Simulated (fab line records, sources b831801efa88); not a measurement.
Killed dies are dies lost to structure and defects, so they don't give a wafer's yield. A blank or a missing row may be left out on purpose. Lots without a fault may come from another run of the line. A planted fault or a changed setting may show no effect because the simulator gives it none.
fab line records | flow sfq_line
record lots=6 wafers=18 last_day=92
route steps=325 shown INCOMING@1 L0@3 L0V@16 M0@28 M8@325
lots that met no fault: from a run of the same line without faults
start_h: hours from the record's first day to the start of the lot's first wafer shown | wait_h: hours since the lot's step before | " the same as in the row above | L1.1+2: a row that stands for several wafers | - no value, or no start given | * or withheld: withheld | < > ~ a bound
route shown NAME@n: a module of which the file shows steps, and the number in the route of the first | usual: mean/standard deviation of fault-free wafers | same: alike in all rows | chamber/n: place in a boat | sites: the reading at each site | _std_site: their standard deviation | _edge_site: outer sites' mean less inner sites' | radius_mm: how far each site lies from the wafer's centre | mask NAME#n: copy n | behind: the tool/chamber that last shaped the wafer | hold: why the lot was held/for how many hours/how that ended | device: the transistor (n, p or np) that didn't switch | end of line: the same wafers' tests at the end of the route | a step without rows: its recipe alone | killed: dies lost to structure and defects at the first sort, not the wafer's yield | map: a wafer's dies, x killed, . not, _ none there
set.NAME: the setting as run; set.NAME@STEP: as run at that earlier step | model.NAME: the simulator's own value behind a step, which no gauge read
lots at some steps of the route; a table a step, a row a wafer
services: from which hour (start_h, from the record's first day; less than 0 if before it) a tool's chamber was out of use, for how many hours, and why
## steps
# step SFQ_INCOMING_BOW_MEAS_900
# recipe mode=bow
# usual INCOMING_BOW=0/5.5
# columns lot.wafer tool chamber start_h wait_h INCOMING_BOW[um]
L784.2 film_metro-02 - 20.02 - 8
L784.5 " - " " -7
L784.6 " - " " -7
L788.2 film_metro-03 - 40.02 - 5
L788.4 " - " " -3
L788.6 " - " " -7
L794.2 film_metro-03 - 70.02 - 5
L794.4 " - " " 0
L794.5 " - " " 4
L796.1 film_metro-01 - 80.00 - -2
L796.4 " - " " -8
L796.6 " - " " -8
L802.1 film_metro-01 - 110.00 - -2
L802.2 " - " " 9
L802.5 " - " " 4
L804.3 film_metro-02 - 120.04 - 4
L804.4 " - " " 7
L804.5 " - " " 3
# step SFQ_TRILAYER_INCOMING_OXIDATION_002
# recipe temp_c=1000 ambient=H2O target_thk_a=5000 p_h2o_torr=720 ox_time_s=4939
# step SFQ_TRILAYER_L0_DEP_SPUTTER_003
# recipe material=MoNx_KI base_pressure_pa=1.33e-06 target_thk_nm=40 power_w=800 time_s=100 chamber_pressure_pa=0.4
# usual chamber_pressure_pa=0.4000/0.00077 throttle_valve_pct=30.3/1.2
# columns lot.wafer tool chamber start_h wait_h chamber_pressure_pa throttle_valve_pct model.MoNx_KI_of_TRILAYER_L0_DEP_SPUTTER_003.thk_nm
L784.2 pvd_sputter-05 - 22.49 0.0 0.4000 31.1 40.05
L784.5 " - " " 0.4002 31.2 40.02
L784.6 " - " " 0.4010 31.5 40.15
L788.2 pvd_sputter-04 - 42.49 0.0 0.4004 27.0 39.6
L788.4 " - " " 0.4008 30.1 40.27
L788.6 " - " " 0.3995 29.5 39.88
L794.2 pvd_sputter-05 - 72.49 0.0 0.3997 31.8 38.36
L794.4 " - " " 0.4007 31.0 40
L794.5 " - " " 0.4001 31.1 40.02
L796.1 pvd_sputter-05 - 82.49 0.0 0.3998 28.1 37.69
L796.4 " - " " 0.3994 31.2 39.97
L796.6 " - " " 0.3988 31.4 40.46
L802.1 pvd_sputter-06 - 112.49 0.0 0.4009 31.5 39.38
L802.2 " - " " 0.3997 29.2 39.81
L802.5 " - " " 0.3990 30.8 39.83
L804.3 pvd_sputter-04 - 122.49 0.0 0.3988 30.3 39.95
L804.4 " - " " 0.4002 29.9 39.51
L804.5 " - " " 0.4002 30.0 39.26
# step SFQ_L0_RS_MEAS_901
# recipe thk_meas_gauge=four-point-probe reads=MoNx_KI_of_TRILAYER_L0_DEP_SPUTTER_003
# usual L0_MONX_KI_RS=43.5/0.38
# columns lot.wafer tool chamber start_h wait_h L0_MONX_KI_RS[ohm/sq]
L784.2 film_metro-02 - 22.58 0.1 43.5
L784.5 " - " " 43.5
L784.6 " - " " 43.5
L788.2 film_metro-02 - 42.58 0.1 43.9
L788.4 " - " " 43.2
L788.6 " - " " 43.5
L794.2 film_metro-03 - 72.58 0.1 45.5
L794.4 " - " " 43.6
L794.5 " - " " 43.5
L796.1 film_metro-03 - 82.74 0.2 46.3
L796.4 " - " " 43.6
L796.6 " - " " 43.0
L802.1 film_metro-04 - 112.56 0.0 44.1
L802.2 " - " " 43.8
L802.5 " - " " 43.7
L804.3 film_metro-04 - 122.60 0.1 43.5
L804.4 " - " " 44.0
L804.5 " - " " 44.2
# step SFQ_L0_THK_MEAS_902
# recipe thk_meas_gauge=xrf reads=MoNx_KI_of_TRILAYER_L0_DEP_SPUTTER_003
# usual L0_MONX_KI_THK=40.3/0.36
# columns lot.wafer tool chamber start_h wait_h L0_MONX_KI_THK[nm]
L784.2 film_metro-02 - 22.69 0.1 40.2
L784.5 " - " " 40.3
L784.6 " - " " 40.2
L788.2 film_metro-02 - 42.69 0.1 39.9
L788.4 " - " " 40.5
L788.6 " - " " 40.0
L794.2 film_metro-03 - 72.69 0.1 38.6
L794.4 " - " " 40.1
L794.5 " - " " 40.2
L796.1 film_metro-03 - 82.86 0.1 38.0
L796.4 " - " " 40.2
L796.6 " - " " 40.6
L802.1 film_metro-04 - 112.68 0.1 39.9
L802.2 " - " " 40.1
L802.5 " - " " 40.2
L804.3 film_metro-04 - 122.70 0.1 40.5
L804.4 " - " " 40.1
L804.5 " - " " 39.9
# step SFQ_TRILAYER_L0_LITHO_COAT_010
# recipe resist=BARC spin_rpm=3000 resist_thk_nm=62
# step SFQ_TRILAYER_L0_LITHO_COAT_005
# recipe resist=KrF spin_rpm=3000 resist_thk_nm=600
# step SFQ_TRILAYER_L0_LITHO_SOFTBAKE_009
# recipe temp_c=withheld time_s=withheld resist=KrF
# step SFQ_TRILAYER_L0_LITHO_EXPOSE_006
# recipe mask_id=L0 na=0.6 source_shape=conventional sigma_outer=0.65 target_cd_nm=2000 dose_mj=14.4
# step SFQ_TRILAYER_L0_LITHO_PEB_008
# recipe peb_temp_c=115 peb_time_s=60 resist=KrF
# step SFQ_TRILAYER_L0_LITHO_DEVELOP_007
# recipe time_s=60 resist=KrF
# step SFQ_TRILAYER_L0_BARC_OPEN_METAL_ETCH_010
# recipe mask_material=PR chemistry=O2 target_depth_nm=125 target=BARC icp_w=600 bias_w=80 pressure_mtorr=10 time_s=41.7
# usual drypump_motor_current_A=5.5/0.31 oes_product_au=0.685/0.0049
# same time_s=41.7
# columns lot.wafer tool chamber start_h wait_h drypump_motor_current_A oes_product_au rf_hours_counter_h
L784.2 rie_metal-01 1 88.17 0.1 6.0 0.685 165
L784.5 " 1 " " 6.0 0.682 -
L784.6 " 0 " " 5.3 0.677 -
L788.2 rie_metal-01 0 112.17 0.1 5.3 0.686 161
L788.4 " 1 " " 6.0 0.690 -
L788.6 " 0 " " 5.3 0.687 -
L794.2 rie_metal-01 1 154.07 0.1 6.0 0.685 174
L794.4 " 0 " " 5.3 0.689 -
L794.5 " 0 " " 5.3 0.685 -
L796.1 rie_metal-03 0 169.67 0.1 5.9 0.689 38
L796.4 " 0 " " 5.9 0.682 -
L796.6 " 1 " " 5.1 0.689 -
L802.1 rie_metal-04 1 204.57 0.1 5.5 0.689 48
L802.2 " 0 " " 5.4 0.683 104
L802.5 " 1 " " 5.4 0.688 -
L804.3 rie_metal-03 0 216.59 0.1 5.9 0.687 -
L804.4 " 1 " " 5.1 0.692 -
L804.5 " 1 " " 5.2 0.688 -
# step SFQ_TRILAYER_L0_ETCH_METAL_ETCH_008
# recipe target=MoNx_KI stop_on=SiO2 mask_material=PR chemistry=SF6/O2 target_depth_nm=50 icp_w=600 bias_w=80 pressure_mtorr=10 time_s=25
# usual drypump_motor_current_A=5.5/0.31 oes_product_au=0.874/0.006
# same time_s=25
# columns lot.wafer tool chamber start_h wait_h drypump_motor_current_A oes_product_au rf_hours_counter_h model.L0.feature_depth_nm model.etch.depth_nm
L784.2 rie_metal-01 1 88.23 0.0 6.0 0.872 165 40.05 40.05
L784.5 " 1 " " 6.0 0.867 - 40.02 40.02
L784.6 " 0 " " 5.3 0.878 - 40.15 40.15
L788.2 rie_metal-01 0 112.23 0.0 5.3 0.868 161 39.6 39.6
L788.4 " 1 " " 6.0 0.873 - 40.27 40.27
L788.6 " 0 " " 5.3 0.871 - 39.88 39.88
L794.2 rie_metal-01 1 154.13 0.0 6.0 0.854 174 38.36 38.36
L794.4 " 0 " " 5.3 0.878 - 40 40
L794.5 " 0 " " 5.3 0.874 - 40.02 40.02
L796.1 rie_metal-03 0 169.73 0.0 5.9 0.847 38 37.69 37.69
L796.4 " 0 " " 5.9 0.875 - 39.97 39.97
L796.6 " 1 " " 5.2 0.887 - 40.46 40.46
L802.1 rie_metal-04 1 204.63 0.0 5.5 0.856 48 39.38 39.38
L802.2 " 0 " " 5.4 0.870 104 39.81 39.81
L802.5 " 1 " " 5.5 0.865 - 39.83 39.83
L804.3 rie_metal-03 0 216.65 0.0 5.9 0.868 - 39.95 39.95
L804.4 " 1 " " 5.2 0.873 - 39.51 39.51
L804.5 " 1 " " 5.2 0.860 - 39.26 39.26
# step SFQ_TRILAYER_L0_STRIP_STRIP_009
# recipe gas=O2 power_w=200 platen_temp_c=40 overash_fraction=0.65 chemistry=O2 pressure_mtorr=50
# step SFQ_TRILAYER_L0_STRIP_SOLV_CLEAN_010
# recipe chemistry=NMP temp_c=70 time_s=600
# step SFQ_TRILAYER_L0_CAP_PECVD_011
# recipe material=SiO2 temp_c=150 time_s=13.333 pressure_torr=2.4 rf_w=183.3 precursor=SiH4/N2O target_thk_nm=60
# usual heater_power_w=83/12 throttle_valve_pct=24.9/1.5
# same time_s=13.333
# columns lot.wafer tool chamber start_h wait_h heater_power_w throttle_valve_pct
L784.2 pecvd-03 2 89.05 0.0 93 25.2
L784.5 " 2 " " 95 25.0
L784.6 " 0 " " 107 23.6
L788.2 pecvd-03 1 113.08 0.0 81 24.1
L788.4 " 2 " " 97 25.1
L788.6 " 1 " " 81 24.1
L794.2 pecvd-03 1 155.15 0.0 88 24.1
L794.4 " 2 " " 89 25.3
L794.5 " 0 " " 108 23.4
L796.1 pecvd-01 1 170.55 0.0 76 23.5
L796.4 " 0 " " 77 23.9
L796.6 " 1 " " 78 23.1
L802.1 pecvd-01 2 205.45 0.0 83 24.5
L802.2 " 1 " " 66 23.3
L802.5 " 0 " " 84 23.6
L804.3 pecvd-04 2 217.45 0.0 69 25.3
L804.4 " 0 " " 72 25.9
L804.5 " 1 " " 88 28.5
# step SFQ_TRILAYER_L0_VIA_LITHO_COAT_018
# recipe resist=BARC spin_rpm=3000 resist_thk_nm=62
# step SFQ_TRILAYER_L0_VIA_LITHO_COAT_013
# recipe resist=KrF spin_rpm=3000 resist_thk_nm=650
# step SFQ_TRILAYER_L0_VIA_LITHO_SOFTBAKE_017
# recipe temp_c=withheld time_s=withheld resist=KrF
# step SFQ_TRILAYER_L0_VIA_LITHO_EXPOSE_014
# recipe mask_id=L0V na=0.6 source_shape=conventional sigma_outer=0.65 target_cd_nm=700 dose_mj=21.3
# step SFQ_TRILAYER_L0_VIA_LITHO_PEB_016
# recipe peb_temp_c=115 peb_time_s=60 resist=KrF
# step SFQ_TRILAYER_L0_VIA_LITHO_DEVELOP_015
# recipe time_s=60 resist=KrF
# step SFQ_L0V_OVL_MEAS_903
# usual L0V_OVL=0/5.1
# columns lot.wafer tool chamber start_h wait_h L0V_OVL[nm]
L784.2 overlay-01 - 180.48 0.1 -7
L784.5 " - " " 0
L784.6 " - " " 3
L788.2 overlay-02 - 205.78 0.1 -3
L788.4 " - " " -5
L788.6 " - " " -2
L794.2 overlay-01 - 259.47 0.1 -4
L794.4 " - " " -4
L794.5 " - " " -6
L796.1 overlay-01 - 273.99 0.1 -6
L796.4 " - " " 1
L796.6 " - " " -1
L802.1 overlay-01 - 318.09 0.1 -2
L802.2 " - " " 4
L802.5 " - " " 2
L804.3 overlay-01 - 332.20 0.1 -8
L804.4 " - " " 1
L804.5 " - " " -2
# step SFQ_TRILAYER_L0_VIA_BARC_OPEN_VIA_ETCH_021
# recipe mask_material=PR chemistry=O2 target_depth_nm=125 target=BARC source_w=500 bias_w=80 pressure_mtorr=30 time_s=41.7
# usual drypump_motor_current_A=5.6/0.46 oes_product_au=0.685/0.0049
# same time_s=41.7
# columns lot.wafer tool chamber start_h wait_h drypump_motor_current_A oes_product_au rf_hours_counter_h
L784.2 rie_diel-01 0 180.51 0.0 5.9 0.692 5
L784.5 " 3 " " 4.8 0.677 -
L784.6 " 0 " " 5.9 0.689 -
L788.2 rie_diel-02 0 205.81 0.0 5.8 0.686 9
L788.4 " 1 " " 5.3 0.687 53
L788.6 " 0 " " 5.9 0.683 -
L794.2 rie_diel-03 1 259.50 0.0 4.8 0.670 3
L794.4 " 3 " " 5.5 0.687 41
L794.5 " 2 " " 5.1 0.689 -
L796.1 rie_diel-02 0 274.03 0.0 5.9 0.679 10
L796.4 " 1 " " 5.4 0.686 54
L796.6 " 0 " " 5.8 0.682 -
L802.1 rie_diel-01 0 318.13 0.0 5.9 0.688 7
L802.2 " 3 " " 4.9 0.690 76
L802.5 " 3 " " 4.8 0.691 -
L804.3 rie_diel-03 0 332.22 0.0 5.3 0.683 46
L804.4 " 2 " " 5.1 0.686 27
L804.5 " 1 " " 4.8 0.691 -
# step SFQ_TRILAYER_L0_VIA_ETCH_VIA_ETCH_016
# recipe target=SiO2 stop_on=MoNx_KI mask_material=PR chemistry=CHF3 target_depth_nm=80 source_w=500 bias_w=80 pressure_mtorr=30 time_s=withheld
# step SFQ_TRILAYER_L0_VIA_STRIP_STRIP_017
# recipe gas=O2 power_w=200 platen_temp_c=40 overash_fraction=0.65 chemistry=O2 pressure_mtorr=50
# usual drypump_motor_current_A=5.6/0.41 oes_product_au=1.005/0.015
# columns lot.wafer tool chamber start_h wait_h drypump_motor_current_A oes_product_au rf_hours_counter_h
L784.2 rie_metal-04 1 180.60 - 5.5 1.003 44
L784.5 " 0 " " 5.4 1.014 -
L784.6 " 1 " " 5.5 1.005 -
L788.2 rie_metal-02 1 206.10 - 6.3 0.983 -
L788.4 " 1 " " 6.3 0.992 -
L788.6 " 1 " " 6.3 0.994 -
L794.2 rie_metal-03 0 259.59 - 5.9 1.029 53
L794.4 " 1 " " 5.2 0.986 -
L794.5 " 1 " " 5.1 0.988 -
L796.1 rie_metal-03 1 274.11 - 5.2 0.992 36
L796.4 " 0 " " 5.9 1.040 -
L796.6 " 0 " " 5.9 1.017 -
L802.1 rie_metal-04 0 318.21 - 5.4 1.028 123
L802.2 " 1 " " 5.5 0.994 68
L802.5 " 1 " " 5.5 0.995 -
L804.3 rie_metal-04 1 332.51 - 5.5 0.988 -
L804.4 " 0 " " 5.4 1.030 -
L804.5 " 0 " " 5.4 1.025 -
# step SFQ_TRILAYER_L0_VIA_STRIP_SOLV_CLEAN_018
# recipe chemistry=NMP temp_c=70 time_s=600
# step SFQ_TRILAYER_M0_DEP_PRE_CLEAN_020
# recipe gas=Ar time_s=15 bias_v=250
# step SFQ_TRILAYER_M0_DEP_SPUTTER_019
# recipe material=Nb base_pressure_pa=1.33e-06 chamber_pressure_pa=0.1333 substrate_temp_c=20 resputter_cathode_voltage_v=400 target_thk_nm=200 power_w=2000 time_s=133.3
# usual chamber_pressure_pa=0.13327/0.00027 throttle_valve_pct=29.9/1.3
# same time_s=133.3
# columns lot.wafer tool chamber start_h wait_h chamber_pressure_pa throttle_valve_pct
L784.2 pvd_sputter-03 - 181.40 0.0 0.13353 27.8
L784.5 " - " " 0.13321 27.8
L784.6 " - " " 0.1334 30.5
L788.2 pvd_sputter-03 - 207.30 0.0 0.13311 29.2
L788.4 " - " " 0.13295 30.6
L788.6 " - " " 0.13346 29.6
L794.2 pvd_sputter-05 - 260.39 0.0 0.13316 31.2
L794.4 " - " " 0.13343 31.1
L794.5 " - " " 0.13327 31.4
L796.1 pvd_sputter-04 - 274.91 0.0 0.1329 27.6
L796.4 " - " " 0.13276 30.2
L796.6 " - " " 0.13314 30.4
L802.1 pvd_sputter-03 - 319.03 0.0 0.133 28.3
L802.2 " - " " 0.13331 30.7
L802.5 " - " " 0.13283 30.0
L804.3 pvd_sputter-03 - 333.11 0.0 0.13341 28.0
L804.4 " - " " 0.13326 30.5
L804.5 " - " " 0.13323 28.0
# step SFQ_M0_RS_MEAS_904
# recipe thk_meas_gauge=four-point-probe reads=Nb_of_TRILAYER_M0_DEP_SPUTTER_019
# usual M0_NB_RS=0.889/0.0098
# columns lot.wafer tool chamber start_h wait_h M0_NB_RS[ohm/sq]
L784.2 film_metro-03 - 181.51 0.1 0.881
L784.5 " - " " 0.877
L784.6 " - " " 0.894
L788.2 film_metro-04 - 207.41 0.1 0.890
L788.4 " - " " 0.885
L788.6 " - " " 0.884
L794.2 film_metro-04 - 260.50 0.1 0.896
L794.4 " - " " 0.885
L794.5 " - " " 0.894
L796.1 film_metro-04 - 275.00 0.0 0.878
L796.4 " - " " 0.888
L796.6 " - " " 0.897
L802.1 film_metro-03 - 319.12 0.0 0.893
L802.2 " - " " 0.891
L802.5 " - " " 0.894
L804.3 film_metro-04 - 333.24 0.1 0.880
L804.4 " - " " 0.888
L804.5 " - " " 0.889
# step SFQ_TRILAYER_M0_LITHO_COAT_026
# recipe resist=BARC spin_rpm=3000 resist_thk_nm=62
# step SFQ_M8_BOW_MEAS_951
# recipe mode=bow
# usual M8_BOW=8/8.1
# columns lot.wafer tool chamber start_h wait_h M8_BOW[um] model.etest.l0v.link_ohm model.etest.l0.ohm_sq model.etest.l0.ohm_um
L784.2 film_metro-01 - 1849.13 0.0 12 44.4 43.49 21.76
L784.5 " - " " -4 44.43 43.53 21.77
L784.6 " - " " -3 44.31 43.39 21.71
L788.2 film_metro-01 - 1948.28 0.0 11 44.91 43.99 21.99
L788.4 " - " " 3 44.17 43.26 21.62
L788.6 " - " " -1 44.59 43.68 21.83
L794.2 film_metro-02 - 2185.80 0.0 9 46.34 45.41 22.69
L794.4 " - " " 4 44.46 43.55 21.74
L794.5 " - " " 8 44.45 43.52 21.74
L796.1 film_metro-04 - 2193.09 0.0 8 47.12 46.22 23.12
L796.4 " - " " 2 44.5 43.58 21.79
L796.6 " - " " 4 43.98 43.05 21.51
L802.1 film_metro-02 - 2207.44 0.0 5 45.16 44.23 22.12
L802.2 " - " " 16 44.67 43.75 21.88
L802.5 " - " " 11 44.66 43.74 21.87
L804.3 film_metro-04 - 2209.90 0.0 7 44.51 43.6 21.79
L804.4 " - " " 10 45 44.08 22.02
L804.5 " - " " 4 45.28 44.37 22.15
## services
# columns tool chamber start_h hours kind
pvd_sputter-05 - 0.72 1.2 repair
pvd_sputter-05 - 10.79 1.7 repair
rie_diel-02 1 25.09 2.5 repair
rie_metal-01 1 26.45 14.2 repair
rie_metal-01 0 31.29 19.3 repair
rie_diel-03 3 44.92 4.6 repair
pvd_sputter-04 - 47.71 5.0 repair
rie_diel-03 0 67.55 1.4 repair
rie_diel-01 - 67.99 2.7 repair
pecvd-03 - 73.83 5.5 pm
pvd_sputter-05 - 102.09 0.8 repair
pvd_sputter-04 - 105.46 13.3 repair
pvd_sputter-03 - 110.36 1.6 repair
rie_metal-04 1 114.57 9.9 repair
rie_metal-04 0 138.44 10.4 repair
pvd_sputter-03 - 143.00 3.4 repair
rie_metal-03 0 143.24 1.1 repair
rie_metal-01 0 158.80 15.6 repair
rie_metal-03 - 170.82 1.0 repair
pecvd-03 - 192.70 28.1 pm
rie_metal-04 - 200.26 0.3 repair
rie_metal-03 0 220.16 9.1 repair
rie_metal-01 1 254.07 5.4 repair
rie_metal-01 0 313.05 14.9 repair
## key
first_sign step=SFQ_L0_RS_MEAS_901 reading=L0_MONX_KI_RS direction=up sigmas=6.3 usual=43.5 struck=45.9
effect step=SFQ_L0_THK_MEAS_902 reading=L0_MONX_KI_THK direction=down sigmas=5.6 usual=40.3 struck=38.3
effect step=SFQ_TRILAYER_L0_ETCH_METAL_ETCH_008 reading=oes_product_au direction=down sigmas=3.9 usual=0.874 struck=0.850
model_effect step=SFQ_TRILAYER_L0_DEP_SPUTTER_003 value=MoNx_KI_of_TRILAYER_L0_DEP_SPUTTER_003.thk_nm without=40 struck=38.02
model_effect step=SFQ_TRILAYER_L0_ETCH_METAL_ETCH_008 value=L0.feature_depth_nm without=40 struck=38.02
model_effect step=SFQ_M8_BOW_MEAS_951 value=etest.l0v.link_ohm without=44.47 struck=46.73
met_at SFQ_TRILAYER_L0_DEP_SPUTTER_003
struck_wafers L794.2,L796.1
onset_between 22.49 72.49
fault kind=process_parameter_drift tool=pvd_sputter-05 chamber=- onset_h=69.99 steps=SFQ_TRILAYER_L0_DEP_SPUTTER_003 channel=target_thk_nm offset=-1.9767 shape=step end_h=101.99 scope=struck_wafers_only acts_in=these_recipes_only stated=40
